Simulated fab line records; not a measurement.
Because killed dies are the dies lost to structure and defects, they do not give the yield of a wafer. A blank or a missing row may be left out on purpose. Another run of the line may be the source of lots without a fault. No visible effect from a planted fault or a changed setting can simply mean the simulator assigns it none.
fab line records	flow sky130
record: lots: 11	wafers: 33	last-day: 50
route steps=708 shown METAL1@440 VIA1@461 METAL2@483 PAD_OPEN@708
lots untouched by any fault: they come from a run of this same line in which no faults occurred
start-h: the number of hours between the record's first day and the start of the first shown wafer of the lot	wait-h: time in hours since the lot's previous step	" identical to the entry in the row above	L1.1+2: several wafers, shown together as one row	- no value present, or no start provided	* or withheld: withheld	< > ~ a bound
route shown NAME@n: a module of which the file shows steps, and the number in the route of the first	usual: the fault-free wafers' mean and standard deviation	same: alike in all rows	chamber/n: place in a boat	sites: readings site by site	_std_site: their standard deviation	_edge_site: inner sites' mean taken away from outer sites' mean	radius-mm: how far each site lies from the wafer's centre	mask NAME#n: copy n	behind: tool/chamber where the wafer was last shaped	hold: the reason the lot was held/the length of the hold in hours/how it ended	device: names the non-switching transistor (n, p or np)	end of line: at the end of the route, the tests of the same wafers	step lacking rows: just its recipe	killed: at the first sort, the dies lost to defects and structure; wafer yield is something else	map: a wafer's dies, x killed, . not, _ none there
set.NAME: the setting the step ran with; set.NAME@STEP: the setting that earlier step ran with	model.NAME: the simulator's own value behind a step, which no gauge read
route steps across a sampled set of lots; one table per step, one row per wafer
services: when a tool's chamber went out of use (start-h, in hours from the record's first day, below 0 if earlier), for how many hours, and the reason
== steps ==
step: SKY_METAL1_THK_MEAS_06
recipe: thk-meas-gauge: xrf	reads: AlCu_of_METAL1_SPUTTER_02
usual: METAL1_ALCU_THK: 256.3/2.4
lot.wafer	tool	chamber	start-h	wait-h	METAL1_ALCU_THK[nm]
L414.2	film-metro-03	-	730.31	0.1	257.9
L414.3	"	-	"	"	256.7
L414.5	"	-	"	"	257.2
L415.2	film-metro-02	-	744.85	0.1	257.4
L415.3	"	-	"	"	256.7
L415.6	"	-	"	"	254.5
L416.3	film-metro-03	-	784.61	0.1	259.6
L416.4	"	-	"	"	257.2
L416.5	"	-	"	"	257.8
L418.2	film-metro-04	-	796.26	0.1	255.8
L418.4	"	-	"	"	258.1
L418.6	"	-	"	"	258.6
L417.4	film-metro-03	-	799.94	0.1	258.7
L417.5	"	-	"	"	261.5
L417.6	"	-	"	"	258.9
L419.1	film-metro-04	-	802.54	0.1	257.3
L419.3	"	-	"	"	255.9
L419.6	"	-	"	"	255.3
L422.3	film-metro-02	-	820.24	0.1	251.7
L422.4	"	-	"	"	254.5
L422.5	"	-	"	"	253.3
L424.1	film-metro-03	-	837.29	0.1	257.2
L424.5	"	-	"	"	254.4
L424.6	"	-	"	"	257.0
L427.1	film-metro-02	-	849.40	0.1	252.9
L427.3	"	-	"	"	254.8
L427.4	"	-	"	"	252.8
L428.1	film-metro-04	-	853.89	0.1	256.8
L428.5	"	-	"	"	258.3
L428.6	"	-	"	"	257.7
L435.1	film-metro-03	-	901.87	0.1	257.5
L435.4	"	-	"	"	256.0
L435.6	"	-	"	"	259.2
step: SKY_VIA1_BOW_MEAS_03
recipe: mode: bow
usual: VIA1_BOW: 80/6.6
lot.wafer	tool	chamber	start-h	wait-h	VIA1_BOW[um]
L414.2	film-metro-02	-	759.10	0.2	76
L414.3	"	-	"	"	74
L414.5	"	-	"	"	77
L415.2	film-metro-01	-	773.38	0.1	94
L415.3	"	-	"	"	95
L415.6	"	-	"	"	84
L416.3	film-metro-04	-	813.31	0.2	79
L416.4	"	-	"	"	77
L416.5	"	-	"	"	85
L418.2	film-metro-04	-	824.53	0.1	75
L418.4	"	-	"	"	83
L418.6	"	-	"	"	87
L417.4	film-metro-01	-	827.89	0.2	75
L417.5	"	-	"	"	77
L417.6	"	-	"	"	78
L419.1	film-metro-04	-	830.75	0.2	79
L419.3	"	-	"	"	85
L419.6	"	-	"	"	77
L422.3	film-metro-02	-	848.10	0.3	73
L422.4	"	-	"	"	79
L422.5	"	-	"	"	78
L424.1	film-metro-04	-	864.02	0.1	84
L424.5	"	-	"	"	90
L424.6	"	-	"	"	84
L427.1	film-metro-01	-	876.58	0.1	70
L427.3	"	-	"	"	79
L427.4	"	-	"	"	84
L428.1	film-metro-01	-	880.78	0.1	76
L428.5	"	-	"	"	79
L428.6	"	-	"	"	79
L435.1	film-metro-02	-	928.23	0.1	84
L435.4	"	-	"	"	77
L435.6	"	-	"	"	93
step: SKY_VIA1_CVD_21
recipe: material: W	target-thk-nm: 270	time-s: 80.902	temp-c: 400	pressure-torr: 38.13
usual: heater-power-w: 854/110
lot.wafer	tool	chamber	start-h	wait-h	heater-power-w
L414.2	cvd-w-02	1	786.71	0.0	1056
L414.3	"	0	"	"	828
L414.5	"	1	"	"	1051
L415.2	cvd-w-01	0	800.82	0.0	862
L415.3	"	1	"	"	730
L415.6	"	1	"	"	751
L416.3	cvd-w-02	1	841.39	0.1	1065
L416.4	"	0	"	"	837
L416.5	"	1	"	"	1046
L418.2	cvd-w-01	1	851.52	0.0	734
L418.4	"	1	"	"	740
L418.6	"	1	"	"	743
L417.4	cvd-w-02	1	854.58	0.1	1051
L417.5	"	1	"	"	1052
L417.6	"	0	"	"	858
L419.1	cvd-w-01	0	858.13	0.0	813
L419.3	"	0	"	"	827
L419.6	"	1	"	"	728
L422.3	cvd-w-02	1	875.01	0.1	1062
L422.4	"	0	"	"	838
L422.5	"	1	"	"	1012
L424.1	cvd-w-02	1	890.72	0.0	1076
L424.5	"	1	"	"	1052
L424.6	"	0	"	"	853
L427.1	cvd-w-02	0	903.02	0.0	837
L427.3	"	1	"	"	1050
L427.4	"	0	"	"	836
L428.1	cvd-w-01	1	906.96	0.0	702
L428.5	"	1	"	"	737
L428.6	"	0	"	"	845
L435.1	cvd-w-01	0	952.98	0.0	847
L435.4	"	1	"	"	748
L435.6	"	0	"	"	843
step: SKY_VIA1_RS_MEAS_22
recipe: thk-meas-gauge: four-point-probe	reads: W_of_VIA1_CVD_21+TiN_of_VIA1_SPUTTER_20
usual: VIA1_W_RS: 0.439/0.0066
lot.wafer	tool	chamber	start-h	wait-h	VIA1_W_RS[ohm/sq]
L414.2	film-metro-02	-	786.82	0.1	0.433
L414.3	"	-	"	"	0.430
L414.5	"	-	"	"	0.439
L415.2	film-metro-02	-	800.93	0.1	0.444
L415.3	"	-	"	"	0.437
L415.6	"	-	"	"	0.440
L416.3	film-metro-02	-	841.49	0.1	0.429
L416.4	"	-	"	"	0.427
L416.5	"	-	"	"	0.432
L418.2	film-metro-04	-	851.63	0.1	0.433
L418.4	"	-	"	"	0.436
L418.6	"	-	"	"	0.438
L417.4	film-metro-02	-	854.70	0.1	0.435
L417.5	"	-	"	"	0.434
L417.6	"	-	"	"	0.432
L419.1	film-metro-01	-	858.23	0.1	0.445
L419.3	"	-	"	"	0.444
L419.6	"	-	"	"	0.442
L422.3	film-metro-04	-	875.11	0.1	0.425
L422.4	"	-	"	"	0.425
L422.5	"	-	"	"	0.433
L424.1	film-metro-02	-	890.81	0.1	0.434
L424.5	"	-	"	"	0.435
L424.6	"	-	"	"	0.433
L427.1	film-metro-04	-	903.11	0.1	0.462
L427.3	"	-	"	"	0.439
L427.4	"	-	"	"	0.463
L428.1	film-metro-01	-	907.05	0.1	0.441
L428.5	"	-	"	"	0.441
L428.6	"	-	"	"	0.449
L435.1	film-metro-04	-	953.07	0.1	0.447
L435.4	"	-	"	"	0.445
L435.6	"	-	"	"	0.448
step: SKY_VIA1_THK_MEAS_23
recipe: thk-meas-gauge: xrf	reads: W_of_VIA1_CVD_21
usual: VIA1_W_THK: 264/4.5
lot.wafer	tool	chamber	start-h	wait-h	VIA1_W_THK[nm]
L414.2	film-metro-02	-	786.93	0.1	271
L414.3	"	-	"	"	270
L414.5	"	-	"	"	266
L415.2	film-metro-02	-	801.04	0.1	261
L415.3	"	-	"	"	266
L415.6	"	-	"	"	264
L416.3	film-metro-02	-	841.59	0.1	272
L416.4	"	-	"	"	271
L416.5	"	-	"	"	268
L418.2	film-metro-04	-	851.74	0.1	266
L418.4	"	-	"	"	263
L418.6	"	-	"	"	261
L417.4	film-metro-02	-	854.79	0.1	266
L417.5	"	-	"	"	268
L417.6	"	-	"	"	269
L419.1	film-metro-01	-	858.35	0.1	262
L419.3	"	-	"	"	260
L419.6	"	-	"	"	262
L422.3	film-metro-04	-	875.21	0.1	274
L422.4	"	-	"	"	276
L422.5	"	-	"	"	269
L424.1	film-metro-02	-	890.93	0.1	266
L424.5	"	-	"	"	266
L424.6	"	-	"	"	266
L427.1	film-metro-04	-	903.23	0.1	250
L427.3	"	-	"	"	263
L427.4	"	-	"	"	249
L428.1	film-metro-01	-	907.17	0.1	264
L428.5	"	-	"	"	261
L428.6	"	-	"	"	256
L435.1	film-metro-04	-	953.19	0.1	259
L435.4	"	-	"	"	260
L435.6	"	-	"	"	259
step: SKY_METAL2_SPUTTER_00
recipe: material: Ti	target-thk-nm: 15	power-w: 3000	time-s: 10	chamber-pressure-pa: 0.4
usual: throttle-valve-pct: 29.5/1.1
lot.wafer	tool	chamber	start-h	wait-h	throttle-valve-pct
L414.2	pvd-sputter-02	-	787.28	0.1	29.7
L414.3	"	-	"	"	30.1
L414.5	"	-	"	"	30.0
L415.2	pvd-sputter-03	-	801.56	0.1	29.2
L415.3	"	-	"	"	29.8
L415.6	"	-	"	"	28.8
L416.3	pvd-sputter-04	-	841.93	0.1	27.2
L416.4	"	-	"	"	29.4
L416.5	"	-	"	"	29.1
L418.2	pvd-sputter-02	-	852.09	0.2	30.4
L418.4	"	-	"	"	29.7
L418.6	"	-	"	"	30.4
L417.4	pvd-sputter-04	-	855.12	0.1	27.1
L417.5	"	-	"	"	29.2
L417.6	"	-	"	"	27.0
L419.1	pvd-sputter-03	-	858.71	0.1	29.3
L419.3	"	-	"	"	29.7
L419.6	"	-	"	"	29.2
L422.3	pvd-sputter-04	-	875.55	0.1	29.9
L422.4	"	-	"	"	27.1
L422.5	"	-	"	"	29.8
L424.1	pvd-sputter-03	-	891.29	0.1	29.1
L424.5	"	-	"	"	28.6
L424.6	"	-	"	"	30.0
L427.1	pvd-sputter-04	-	903.59	0.2	29.8
L427.3	"	-	"	"	26.8
L427.4	"	-	"	"	29.0
L428.1	pvd-sputter-02	-	907.53	0.1	29.9
L428.5	"	-	"	"	29.7
L428.6	"	-	"	"	29.8
L435.1	pvd-sputter-02	-	953.55	0.1	29.7
L435.4	"	-	"	"	32.0
L435.6	"	-	"	"	30.0
step: SKY_PAD_OPEN_PROBE_99
usual: defect-limited-yield: 82.4/1.9	killed_at_M0_to_M3: 44/7.2	killed_at_M4_up: 3.2/1.8	killed-at-contacts: 24/5.4	killed-at-front-end: 15/4	killed-at-other: 0.3/0.56	killed-dies: 87/9.2	killed-open: 47/7.3	killed-short: 39/5.7	sort_bin_3_pad_short: 0.9/0.45	sort_bin_5_function: 10.6/1.5	sort_bin_6_memory: 6.2/1.1	sort-n-pass: 405/9.2	sort-yield-pct: 82.4/1.9
same: gross-dies: 492	killed-at-back-side: 0	sort_bin_4_leakage[%]: 0	sort_bin_8_speed[%]: 0
lot.wafer	tool	chamber	start-h	wait-h	defect-limited-yield[%]	killed_at_M0_to_M3	killed_at_M4_up	killed-at-contacts	killed-at-front-end	killed-at-other	killed-dies	killed-open	killed-short	sort_bin_3_pad_short[%]	sort_bin_5_function[%]	sort_bin_6_memory[%]	sort-n-pass	sort-yield-pct[%]
L414.2	prober-01	-	1069.67	0.1	82.9	43	1	27	13	0	84	48	36	0.4	10.8	5.9	408	82.9
L414.3	prober-01	-	1069.72	0.2	85.4	28	4	19	21	0	72	34	38	0.8	9.1	4.7	420	85.4
L414.5	prober-01	-	1069.82	0.2	80.9	46	7	23	18	0	94	60	34	0.4	10.4	8.3	398	80.9
L418.2	prober-02	-	1120.93	0.1	83.7	42	3	24	11	0	80	47	33	1.0	8.9	6.3	412	83.7
L418.4	prober-02	-	1121.03	0.2	81.9	44	3	29	12	1	89	45	44	1.2	11.2	5.7	403	81.9
L418.6	prober-02	-	1121.13	0.2	84.1	41	3	23	10	1	78	40	37	1.2	8.7	5.9	414	84.1
L427.4	prober-02	-	1158.72	0.2	83.1	41	1	23	18	0	83	40	43	0.8	13.0	3.0	409	83.1
L428.1	prober-01	-	1161.29	0.1	83.5	40	3	22	14	2	81	46	33	0.4	8.9	7.1	411	83.5
L428.5	prober-01	-	1161.49	0.2	81.1	41	4	27	21	0	93	45	48	0.6	12.2	6.1	399	81.1
L428.6	prober-01	-	1161.54	0.2	80.1	48	3	28	17	2	98	54	42	1.8	9.6	8.5	394	80.1
killed by level:class
L414.2 LI_CONTACT:geometric-particle:open=10 VIA1:geometric-particle:open=9 VIA3:geometric-particle:open=8 VIA2:geometric-particle:open=6 CONTACT:geometric-particle:open=5 CONTACT:geometric-particle:short=5 METAL2:geometric-particle:short=5 POLY_GATE:geometric-particle:short=4
L414.3 VIA1:geometric-particle:open=8 CONTACT:geometric-particle:open=7 POLY_GATE:geometric-particle:short=6 METAL2:geometric-particle:short=5 FIELD_ISO:geometric-particle:open=4 METAL1:geometric-particle:short=4 METAL4:geometric-particle:short=4 FIELD_ISO:geometric-particle:short=3
L414.5 CONTACT:geometric-particle:open=13 VIA3:geometric-particle:open=13 FIELD_ISO:geometric-particle:open=7 VIA2:geometric-particle:open=7 VIA1:geometric-particle:open=6 METAL1:geometric-particle:short=5 LI_CONTACT:geometric-particle:open=5 VIA2:geometric-particle:short=5
L418.2 CONTACT:geometric-particle:open=11 VIA1:geometric-particle:open=8 VIA1:geometric-particle:short=7 VIA3:geometric-particle:open=7 VIA2:geometric-particle:open=6 LI_CONTACT:geometric-particle:open=5 LOCAL_INTERCONNECT:geometric-particle:short=4 CONTACT:geometric-particle:short=4
L418.4 CONTACT:geometric-particle:open=11 VIA1:geometric-particle:open=10 CONTACT:geometric-particle:short=6 VIA3:geometric-particle:short=6 LI_CONTACT:geometric-particle:open=5 VIA1:geometric-particle:short=5 VIA2:geometric-particle:open=5 FIELD_ISO:geometric-particle:open=4
L418.6 VIA1:geometric-particle:open=13 LI_CONTACT:geometric-particle:open=6 LI_CONTACT:geometric-particle:short=5 CONTACT:geometric-particle:short=5 CONTACT:geometric-particle:open=4 METAL1:geometric-particle:short=4 VIA2:geometric-particle:short=4 FIELD_ISO:geometric-particle:short=3
L427.4 VIA1:geometric-particle:open=11 METAL2:geometric-particle:short=8 LI_CONTACT:geometric-particle:open=8 CONTACT:geometric-particle:open=6 POLY_GATE:geometric-particle:short=5 VIA1:geometric-particle:short=4 FIELD_ISO:geometric-particle:short=4 POLY_GATE:geometric-particle:open=4
L428.1 VIA1:geometric-particle:open=13 CONTACT:geometric-particle:open=8 METAL2:geometric-particle:short=6 CONTACT:geometric-particle:short=5 VIA2:geometric-particle:open=5 POLY_GATE:geometric-particle:open=4 LI_CONTACT:geometric-particle:open=4 VIA3:geometric-particle:open=4
L428.5 VIA1:geometric-particle:open=11 CONTACT:geometric-particle:open=9 POLY_GATE:geometric-particle:short=8 LI_CONTACT:geometric-particle:open=6 METAL1:geometric-particle:short=6 FIELD_ISO:geometric-particle:short=5 FIELD_ISO:geometric-particle:open=5 VIA1:geometric-particle:short=5
L428.6 VIA1:geometric-particle:open=13 CONTACT:geometric-particle:open=9 VIA3:geometric-particle:open=9 CONTACT:geometric-particle:short=7 LOCAL_INTERCONNECT:geometric-particle:short=6 VIA2:geometric-particle:open=6 LI_CONTACT:geometric-particle:open=5 METAL3:geometric-particle:short=5
== services ==
tool	chamber	start-h	hours	kind
pvd-sputter-04	1	763.00	-	consumable-replace:kit
pvd-sputter-04	1	763.00	18.0	scheduled-down
pvd-sputter-04	1	763.00	18.0	vent-cycle
cvd-w-02	-	796.32	6.0	pm
pvd-sputter-02	-	813.11	4.5	repair
pvd-sputter-03	-	821.82	2.6	repair
pvd-sputter-03	-	831.59	0.9	repair
cvd-w-02	-	838.94	0.5	repair
pvd-sputter-03	3	867.82	-	consumable-replace:kit
pvd-sputter-03	3	867.82	18.0	scheduled-down
pvd-sputter-03	3	867.82	18.0	vent-cycle
cvd-w-02	-	904.00	14.0	pm
cvd-w-02	0	904.00	14.0	vent-cycle
cvd-w-02	1	904.00	14.0	vent-cycle
pvd-sputter-04	0	906.46	-	consumable-replace:kit
pvd-sputter-04	0	906.46	18.0	scheduled-down
pvd-sputter-04	0	906.46	18.0	vent-cycle
cvd-w-02	0	918.00	-	clean
cvd-w-02	1	918.00	-	clean
cvd-w-01	0	923.48	4.7	repair
pvd-sputter-04	-	923.77	2.0	repair
pvd-sputter-03	-	930.74	1.1	repair
== key ==
first-sign: step: SKY_VIA1_RS_MEAS_22	reading: VIA1_W_RS	direction: up	sigmas: 3.6	usual: 0.439	struck: 0.463
effect: step: SKY_VIA1_THK_MEAS_23	reading: VIA1_W_THK	direction: down	sigmas: 3.3	usual: 264	struck: 250
met-at SKY_VIA1_CVD_21
struck-lots L427
struck-wafers L427.1,L427.4
not-acting-at SKY_METAL1_THK_MEAS_06,SKY_VIA1_BOW_MEAS_03,SKY_METAL2_SPUTTER_00
onset-between 890.72 903.02
fault: kind: process-parameter-drift	tool: cvd-w-02	chamber: 0	onset-h: 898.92	steps: SKY_VIA1_CVD_21	channel: target-thk-nm	offset: -12.793	shape: step	end-h: 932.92	acts-in: these-recipes-only	stated: 270
